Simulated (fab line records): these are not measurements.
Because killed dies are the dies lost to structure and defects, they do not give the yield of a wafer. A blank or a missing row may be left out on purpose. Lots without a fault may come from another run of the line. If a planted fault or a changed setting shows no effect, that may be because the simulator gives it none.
Comparing a struck lot with a sound one || flow sky130 || 37 steps out of a route of 708
Sound: the wafers L137.3, L137.5, L137.6. Wafers L149.1, L149.5, L149.6 were the ones struck. The cause comes at the end.
Per side, at each step with rows, come the tool, then ch with its chambers, and then its first start. Under that, the readings that differ: sound wafers || struck wafers || difference of the means || sigmas: that difference in standard deviations of wafers without a fault.
alike: a reading whose means differ by less than 2 such deviations, as well as words and numbers matching on both sides. not compared: withheld readings; readings where some wafer has no value; bounds like >300 that might hide an equal value; numbers whose values overlap and for which the record gives no deviation.
The two part at a step that has a row with sigmas, a row that says differs or no value, or rows on one side only. When numbers do not overlap yet have no deviation, they are printed without sigmas and do not part them. A reading that every wafer of one side lacks parts them only if that side has two wafers or more.

first, 10 steps without rows for these wafers: SKY_DNWELL_DEVELOP_06 (develop time 60 s); SKY_DNWELL_IMPLANT_07; SKY_DNWELL_STRIP_08 (strips in O2/N2); SKY_PWDE_DEHYDRATE_00 (time 60 s); SKY_PWDE_HMDS_01 (prime time 60 s); SKY_PWDE_COAT_02 (resist thk 3000 nm); SKY_PWDE_SOFTBAKE_03; SKY_PWDE_EXPOSE_04 (exposes mask PWDEM, target cd 840 nm); SKY_PWDE_PEB_05; SKY_PWDE_DEVELOP_06 (develop time 60 s).
SKY_PWDE_IMPLANT_08:
  sound on implanter-01 ch 0, day 4 02:19; struck on implanter-01 ch 0, day 7 00:49
{"reading": "beamOnS (s)", "sound": "9.74 10.23 9.75", "struck": "12.26 12.32 12.12", "difference": "+2.33", "sigmas": "+13"}
{"reading": "faradayCurrentUA", "sound": "20.8 19.8 20.8", "struck": "16.5 16.4 16.8", "difference": -3.9, "sigmas": -11}
then, 1 step without rows for these wafers: SKY_PWDE_STRIP_09 (strips in O2/N2).
SKY_PWDE_TW_MEAS_10:
  sound on filmMetro-04, day 4 02:32; struck on filmMetro-02, day 7 01:04
{"reading": "PWDE_TW", "sound": "370.8 371.2 369.4", "struck": "395.0 396.3 397.8", "difference": "+25.9", "sigmas": "+9"}
then, 22 steps without rows for these wafers: SKY_NWELL_DEHYDRATE_03 (time 60 s); SKY_NWELL_HMDS_04 (prime time 60 s); SKY_NWELL_COAT_05 (resist thk 3000 nm); SKY_NWELL_SOFTBAKE_06; SKY_NWELL_EXPOSE_07 (exposes mask NWM, target cd 840 nm); SKY_NWELL_PEB_08; SKY_NWELL_DEVELOP_09 (develop time 60 s); SKY_NWELL_IMPLANT_11; SKY_NWELL_IMPLANT_12; SKY_NWELL_IMPLANT_13; SKY_NWELL_STRIP_14 (strips in O2/N2); SKY_NWELL_DEHYDRATE_16 (time 60 s); SKY_NWELL_HMDS_17 (prime time 60 s); SKY_NWELL_COAT_18 (resist thk 3000 nm); SKY_NWELL_SOFTBAKE_19; SKY_NWELL_EXPOSE_20 (exposes mask NWM COMPLEMENT, target cd 840 nm); SKY_NWELL_PEB_21; SKY_NWELL_DEVELOP_22 (develop time 60 s); SKY_NWELL_IMPLANT_24; SKY_NWELL_STRIP_25 (strips in O2/N2); SKY_NWELL_CLEAN_27 (cleans in SC1/SC2, time 150 s); SKY_NWELL_RTA_28 (time 30 s).
SKY_NWELL_RS_MEAS_31: a four-point-probe measurement.
  sound on filmMetro-01, day 5 14:01; struck on filmMetro-04, day 8 18:46
{"reading": "PWDE_RS (ohm/sq)", "sound": "5290 5304 5303", "struck": "4490 4511 4488", "difference": -803, "sigmas": -40}
-- the record jumps here: 40 days lie between the struck wafers' starts before and after (it left off in module NWELL and takes up again in module PAD_OPEN, whose first step shown is number 708 of the route) --
SKY_PAD_OPEN_PROBE_99:
  sound on prober-01, day 46 08:05; struck on prober-01, day 49 04:55
{"reading": "model.etest.res_p_drift_20v.lineOhmUm", "sound": "1.111e+04 1.107e+04 1.177e+04", "struck": "9875 9130 8992", "difference": -1984, "sigmas": ""}
{"reading": "model.etest.res_p_drift_20v.rsOhmSq", "sound": "9208 9334 9972", "struck": "8268 7695 7479", "difference": -1691, "sigmas": ""}
{"reading": "model.etest.resPwdeUnderGate.rsOhmSq", "sound": "6266 6256 6222", "struck": "5184 5217 5163", "difference": -1060, "sigmas": ""}
  alike: killed_at_M0_to_M3, killed_at_M4_up, killedAtContacts, killedAtFrontEnd, killedAtOther, killedDies, killedOpen, killedShort

== WHERE THEY PART ==
Earliest at SKY_PWDE_IMPLANT_08; latest, in this record, at SKY_NWELL_RS_MEAS_31. Later steps at which nothing parts them and some readings are alike: SKY_PAD_OPEN_PROBE_99.

WHY: what had been put in by the simulator
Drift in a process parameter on implanter-01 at SKY_PWDE_IMPLANT_08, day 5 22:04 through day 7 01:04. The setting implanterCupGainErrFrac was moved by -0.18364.
